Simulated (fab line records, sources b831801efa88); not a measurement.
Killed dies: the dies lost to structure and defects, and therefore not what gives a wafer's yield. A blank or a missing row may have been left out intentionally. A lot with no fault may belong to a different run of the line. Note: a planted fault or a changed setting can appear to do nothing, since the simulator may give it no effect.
Which tool was responsible?    flow gf180mcu    Sampling: 13 lots, 39 wafers, 3 of 602 route steps

WHAT EACH GAUGE READ, for each wafer
GF_V5_THK_MEAS_03.
lot   measured      on             V5_CVD_02_THK (nm)
L624  day 26 00:04  film_metro-04  1443 1447 1451
L626  day 27 03:07  film_metro-01  1455 1439 1497
L625  day 27 05:02  film_metro-04  1447 1473 1471
L627  day 27 12:35  film_metro-04  1433 1468 1463
L628  day 27 21:10  film_metro-04  1451 1441 1470
L629  day 28 00:23  film_metro-03  1440 1445 1458
L630  day 28 14:47  film_metro-03  1447 1476 1477
L631  day 28 18:53  film_metro-04  1434 1436 1452
L632  day 28 20:18  film_metro-01  1456 1448 1497
L633  day 28 22:44  film_metro-03  1450 1434 1454
L635  day 29 14:27  film_metro-01  1474 1447 1471
L643  day 32 01:55  film_metro-01  1437 1433 1437
L645  day 32 08:43  film_metro-01  1441 1423 1452

TOOL THAT RAN EACH LOT (tool first, then ch and the chambers of the sampled wafers, then the start)
lot   GF_V1_ETCH_16                       GF_MIM_SPUTTER_08
L624  rie_diel-03 ch 1,2,3, day 17 17:02  pvd_sputter-01, day 24 02:39
L626  rie_diel-01 ch 0,3, day 18 21:36    pvd_sputter-03, day 25 06:35
L625  rie_diel-04 ch 0,2,3, day 18 22:53  pvd_sputter-04, day 25 08:28
L627  rie_diel-01 ch 0,1,3, day 19 09:50  pvd_sputter-01, day 25 16:41
L628  rie_diel-04 ch 0,1,2, day 19 17:27  pvd_sputter-03, day 26 00:38
L629  rie_diel-04 ch 0,3, day 19 22:36    pvd_sputter-03, day 26 05:53
L630  rie_diel-01 ch 1,2, day 20 16:19    pvd_sputter-01, day 26 21:54
L631  rie_diel-01 ch 0,1,3, day 20 21:05  pvd_sputter-03, day 27 01:04
L632  rie_diel-03 ch 1,2,3, day 20 22:02  pvd_sputter-04, day 27 02:58
L633  rie_diel-04 ch 0,1,2, day 21 01:05  pvd_sputter-04, day 27 04:46
L635  rie_diel-04 ch 0,2,3, day 21 20:50  pvd_sputter-01, day 27 23:50
L643  rie_diel-04 ch 0,3, day 25 03:46    pvd_sputter-03, day 30 14:37
L645  rie_diel-04 ch 0,1, day 25 08:43    pvd_sputter-01, day 30 21:10
- GF_V1_ETCH_16: etches BARC in N2/H2.
- GF_MIM_SPUTTER_08: material AlCu, target thk 200 nm, time 10.6 s.

WHAT THE TOOLS THEMSELVES READ (means of the sampled wafers that have a number; where no wafer has one, the mark that the record gives instead)
GF_V1_ETCH_16.
lot   tool         drypump_motor_current_A (A)  oes_product_au (a.u.)  rf_fwd_power_W (W)  throttle_valve_pct (%)
L624  rie_diel-03  5.7                          0.852                  493.6               13.228
L626  rie_diel-01  5.2                          0.854                  491.4               13.224
L625  rie_diel-04  5.7                          0.859                  497.6               13.231
L627  rie_diel-01  5.2                          0.848                  493.0               13.220
L628  rie_diel-04  5.5                          0.853                  495.8               13.237
L629  rie_diel-04  5.7                          0.852                  496.5               13.222
L630  rie_diel-01  5.9                          0.854                  492.8               13.238
L631  rie_diel-01  5.2                          0.854                  491.7               13.233
L632  rie_diel-03  5.7                          0.857                  493.3               13.227
L633  rie_diel-04  5.6                          0.855                  495.8               13.226
L635  rie_diel-04  5.7                          0.855                  495.2               13.221
L643  rie_diel-04  5.7                          0.854                  496.6               13.217
L645  rie_diel-04  5.5                          0.853                  493.8               13.233

GF_MIM_SPUTTER_08.
lot   tool            throttle_valve_pct (%)
L624  pvd_sputter-01  30.2
L626  pvd_sputter-03  30.8
L625  pvd_sputter-04  30.8
L627  pvd_sputter-01  30.1
L628  pvd_sputter-03  30.7
L629  pvd_sputter-03  31.3
L630  pvd_sputter-01  30.3
L631  pvd_sputter-03  30.6
L632  pvd_sputter-04  30.5
L633  pvd_sputter-04  30.5
L635  pvd_sputter-01  30.9
L643  pvd_sputter-03  30.9
L645  pvd_sputter-01  30.7

THE ANSWER, worked out from the rows above alone
Rule: the usual values come from the lots themselves. The widest of any qualifying gaps counts: lots, ordered by their means at a reading, are off when they make up no more than a third of the lots, leave a main group of 4 or more, and stand apart from it by 3 or more times the standard deviation of that group's means. Not used: any main group whose means are identical at the precision the tables above print for the reading. Also off: a lot with no number at a reading for which 4 or more lots have one. All remaining lots with rows at the step are treated as sound. The gauges are gone through in route order, then the tools' own readings, and for those a lot's mean is taken as printed above. At the first step where some lot is off, the reading lying furthest off is the one used; lots without a number count as furthest.
Nothing can be told from this: no lot is off at any reading shown.

WHAT THE SIMULATOR HAD INSERTED
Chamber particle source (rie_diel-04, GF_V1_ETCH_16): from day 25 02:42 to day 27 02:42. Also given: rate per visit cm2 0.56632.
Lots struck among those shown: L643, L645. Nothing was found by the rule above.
